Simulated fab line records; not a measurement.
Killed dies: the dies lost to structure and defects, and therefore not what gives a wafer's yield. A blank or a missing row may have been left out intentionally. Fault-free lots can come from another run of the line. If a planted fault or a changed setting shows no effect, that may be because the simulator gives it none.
The tool behind it: which one? | flow gf180mcu | 11 lots, 32 wafers sampled, at 6 steps of a route of 602

WHAT EACH GAUGE READ, for each wafer
GF_M4_RS_MEAS_05: measurement is done with a four-point probe.
lot  | measured     | on            | M4_ALCU_RS (ohm/sq)
L766 | day 22 10:32 | film-metro-04 | 0.0695 0.0686 0.0682
L767 | day 22 22:42 | film-metro-03 | 0.0705 0.0706 0.0692
L768 | day 23 13:49 | film-metro-04 | 0.0706 0.0701 0.0711
L769 | day 23 11:19 | film-metro-03 | 0.0710 0.0696 0.0690
L771 | day 24 14:29 | film-metro-03 | 0.0685 0.0702 0.0687
L773 | day 24 21:21 | film-metro-03 | 0.0693 0.0708 0.0697
L774 | day 25 01:46 | film-metro-02 | 0.0698 0.0701 0.0690
L779 | day 27 01:55 | film-metro-03 | 0.0597 0.0705 0.0597 0.0705
L783 | day 28 02:36 | film-metro-02 | 0.0696 0.0701 0.0704
L788 | day 29 13:02 | film-metro-04 | 0.0688 0.0686 0.0710
L789 | day 29 18:53 | film-metro-03 | 0.0700 0.0694 0.0679

GF_M4_THK_MEAS_06: measures by xrf.
lot  | measured     | on            | M4_ALCU_THK (nm)
L766 | day 22 10:40 | film-metro-04 | 447 452 454
L767 | day 22 22:48 | film-metro-03 | 441 443 451
L768 | day 23 13:56 | film-metro-04 | 436 437 435
L769 | day 23 11:26 | film-metro-03 | 438 446 448
L771 | day 24 14:35 | film-metro-03 | 453 445 454
L773 | day 24 21:27 | film-metro-03 | 449 437 446
L774 | day 25 01:53 | film-metro-02 | 450 446 454
L779 | day 27 05:11 | film-metro-03 | 522 445 522 440
L783 | day 28 02:43 | film-metro-02 | 449 445 443
L788 | day 29 13:09 | film-metro-04 | 445 448 437
L789 | day 29 18:59 | film-metro-03 | 441 446 455

GF_V4_THK_MEAS_03.
lot  | measured     | on            | V4_CVD_02_THK (nm)
L766 | day 23 10:14 | film-metro-04 | 845 822 856
L767 | day 23 21:36 | film-metro-02 | 854 867 854
L768 | day 24 12:34 | film-metro-04 | 844 859 865
L769 | day 24 10:14 | film-metro-04 | 842 844 864
L771 | day 25 13:11 | film-metro-04 | 853 871 867
L773 | day 25 20:16 | film-metro-02 | 838 861 840
L774 | day 26 00:00 | film-metro-02 | 835 863 855
L779 | day 27 22:49 | film-metro-01 | 856 863
L783 | day 28 23:11 | film-metro-01 | 841 871 868
L788 | day 30 08:39 | film-metro-01 | 851 854 841
L789 | day 30 14:46 | film-metro-02 | 840 839 847

WHAT TOOL EACH LOT RAN ON (gives the tool, then ch and the chambers of the sampled wafers, and finally the start)
lot  | GF_V3_STRIP_18                       | GF_V3_SPUTTER_21             | GF_M4_SPUTTER_02
L766 | plasma-asher-01 ch 0,1, day 22 09:06 | pvd-sputter-04, day 22 09:38 | pvd-sputter-02, day 22 10:27
L767 | plasma-asher-04 ch 0,1, day 22 21:15 | pvd-sputter-01, day 22 21:45 | pvd-sputter-02, day 22 22:34
L768 | plasma-asher-02 ch 0,1, day 23 03:28 | pvd-sputter-02, day 23 04:02 | pvd-sputter-01, day 23 13:44
L769 | plasma-asher-01 ch 0, day 23 09:50   | pvd-sputter-04, day 23 10:23 | pvd-sputter-01, day 23 11:13
L771 | plasma-asher-01 ch 0,1, day 24 12:59 | pvd-sputter-01, day 24 13:33 | pvd-sputter-01, day 24 14:22
L773 | plasma-asher-02 ch 0,1, day 24 19:52 | pvd-sputter-01, day 24 20:22 | pvd-sputter-02, day 24 21:13
L774 | plasma-asher-04 ch 1, day 25 00:17   | pvd-sputter-04, day 25 00:50 | pvd-sputter-01, day 25 01:40
L779 | plasma-asher-02 ch 0,1, day 27 00:28 | pvd-sputter-02, day 27 01:01 | pvd-sputter-01, day 27 01:50
L783 | plasma-asher-04 ch 0,1, day 28 01:05 | pvd-sputter-01, day 28 01:41 | pvd-sputter-03, day 28 02:31
L788 | plasma-asher-04 ch 0,1, day 29 10:58 | pvd-sputter-04, day 29 11:34 | pvd-sputter-03, day 29 12:56
L789 | plasma-asher-02 ch 0,1, day 29 17:25 | pvd-sputter-04, day 29 17:56 | pvd-sputter-02, day 29 18:46
- GF_V3_STRIP_18: strips in O2/N2.
- GF_V3_SPUTTER_21: material Ti, target thk 15 nm, time 80.02 s.
- GF_M4_SPUTTER_02: material AlCu, target thk 450 nm, time 23.9 s.

WHAT THE TOOLS THEMSELVES READ (means of the sampled wafers that have a number; where no wafer has one, the mark that the record gives instead)
GF_V3_STRIP_18.
lot  | tool            | drypump-motor-current-A (A) | heater-power-w (W) | oes-product-au (a.u.)
L766 | plasma-asher-01 | 5.9                         | 372                | 0.592
L767 | plasma-asher-04 | 6.0                         | 344                | 0.592
L768 | plasma-asher-02 | 5.2                         | 346                | 0.593
L769 | plasma-asher-01 | 6.2                         | 426                | 0.599
L771 | plasma-asher-01 | 6.1                         | 393                | 0.594
L773 | plasma-asher-02 | 5.2                         | 379                | 0.594
L774 | plasma-asher-04 | 6.1                         | 316                | 0.588
L779 | plasma-asher-02 | 5.2                         | 366                | 0.593
L783 | plasma-asher-04 | 6.0                         | 338                | 0.597
L788 | plasma-asher-04 | 6.0                         | 374                | 0.591
L789 | plasma-asher-02 | 5.1                         | 385                | 0.589

GF_V3_SPUTTER_21.
lot  | tool           | chamber-pressure-pa (Pa) | throttle-valve-pct (%)
L766 | pvd-sputter-04 | 4.993                    | 30.8
L767 | pvd-sputter-01 | 4.995                    | 30.9
L768 | pvd-sputter-02 | 5.000                    | 29.9
L769 | pvd-sputter-04 | 4.988                    | 30.8
L771 | pvd-sputter-01 | 4.998                    | 29.9
L773 | pvd-sputter-01 | 4.999                    | 30.3
L774 | pvd-sputter-04 | 4.999                    | 30.8
L779 | pvd-sputter-02 | 5.001                    | 30.1
L783 | pvd-sputter-01 | 4.991                    | 30.8
L788 | pvd-sputter-04 | 5.003                    | 31.0
L789 | pvd-sputter-04 | 5.004                    | 31.0

GF_M4_SPUTTER_02.
lot  | tool           | chamber-pressure-pa (Pa) | throttle-valve-pct (%)
L766 | pvd-sputter-02 | 0.4000                   | 30.0
L767 | pvd-sputter-02 | 0.4002                   | 29.8
L768 | pvd-sputter-01 | 0.3994                   | 30.3
L769 | pvd-sputter-01 | 0.3996                   | 30.0
L771 | pvd-sputter-01 | 0.3998                   | 30.4
L773 | pvd-sputter-02 | 0.3993                   | 30.1
L774 | pvd-sputter-01 | 0.3999                   | 30.0
L779 | pvd-sputter-01 | 0.3993                   | 30.6
L783 | pvd-sputter-03 | 0.4005                   | 30.0
L788 | pvd-sputter-03 | 0.4010                   | 30.8
L789 | pvd-sputter-02 | 0.3998                   | 29.9

THE ANSWER, worked out from the rows above alone
Rule: what is usual is taken from the lots themselves. Put in order of their means at a reading, lots are off if they are a third of the lots or fewer, leave a main group of 4 or more, and stand apart from it by a gap of 3 or more times the standard deviation of the main group's means; of several such gaps the widest counts. A main group is skipped when, at the precision printed for the reading in the tables above, its means are all equal. Also off: a lot with no number at a reading for which 4 or more lots have one. Where the step has rows for the other lots, those lots are counted as sound. After the gauges, taken in route order, come the tools' own readings; for these a lot's mean is taken, as printed above. The first step at which some lot is off is used, and at that step the reading that is off furthest; a lot without a number counts as furthest.
Off: L779, at GF_M4_RS_MEAS_05 (M4_ALCU_RS). For the main group the mean is 0.0697 ohm/sq and the standard deviation 0.00053.
If a tool, at a process step before that reading, ran all the lots that are off and no sound lot after the first of them, it fits. Gauges at GF_M4_RS_MEAS_05: tried the same way as those tools. Can't be told from this: 2 tools fit, pvd-sputter-02 at GF_V3_SPUTTER_21, pvd-sputter-01 at GF_M4_SPUTTER_02.

WHAT THE SIMULATOR HAD PUT IN
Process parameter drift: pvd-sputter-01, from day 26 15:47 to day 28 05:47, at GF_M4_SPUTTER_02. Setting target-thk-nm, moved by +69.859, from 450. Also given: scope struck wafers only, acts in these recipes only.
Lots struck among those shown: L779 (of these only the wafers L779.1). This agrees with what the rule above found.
